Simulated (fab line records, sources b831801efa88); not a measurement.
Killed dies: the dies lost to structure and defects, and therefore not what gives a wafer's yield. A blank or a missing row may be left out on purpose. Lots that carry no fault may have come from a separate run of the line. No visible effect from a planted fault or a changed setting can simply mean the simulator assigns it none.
Chamber matching ; flow gf180mcu ; cmp-02 running GF_V1_CMP_04: 4 sister chambers
The step polishes SiO2. 14 wafers are shown with their chamber, then 7 later ones without.

## WAFERS WITH THEIR CHAMBER
wafer;chamber;motorCurrentA (A);timeToEndpointS (s)
L394.3;2;11.9;75
L394.4;1;13.1;83
L394.5;0;10.7;75
L395.1;1;13.1;78
L395.2;3;12.7;65
L395.6;1;13.8;83
L396.1;2;11.9;78
L396.2;1;13.6;81
L396.3;0;11.1;64
L401.1;0;10.8;66
L401.3;2;11.7;85
L401.5;2;11.8;78
L403.3;3;12.6;68
L403.4;1;13.2;77

SIGNATURES (means of the wafers above)
reading;chamber 0;chamber 1;chamber 2;chamber 3;scatter within a chamber
motorCurrentA;10.867;13.360;11.825;12.650;0.23
timeToEndpointS;68.33;80.40;79.00;66.50;3.98
Rule: distance of a wafer from a chamber = root of the sum over the readings of ((wafer's reading minus chamber's mean) / reading's scatter) squared. The wafer belongs to the nearest chamber; if the next one is less than 2 further off, it can't be placed. The scatter: take each reading less its chamber's mean, square it, sum over the shown wafers, divide by the number of wafers less the number of chambers, and take the root.

## WAFERS MISSING THEIR CHAMBER
wafer;motorCurrentA (A);timeToEndpointS (s)
L403.6;11.9;77
L405.1;12.8;69
L405.4;11.4;72
L405.5;11.9;74
L407.2;13.4;88
L407.4;12.3;91
L407.5;14.1;88

## EACH ONE'S CHAMBER
wafer;from the rows above;in truth
L403.6;2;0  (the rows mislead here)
L405.1;3;3
L405.4;can't be placed: 0 or 2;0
L405.5;2;2
L407.2;1;1
L407.4;can't be placed: 2 or 1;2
L407.5;1;1
4 of 7 placed correctly. Can't be placed from these rows: 2 (the true chamber is among the candidates in 2). Wrongly placed: 1.
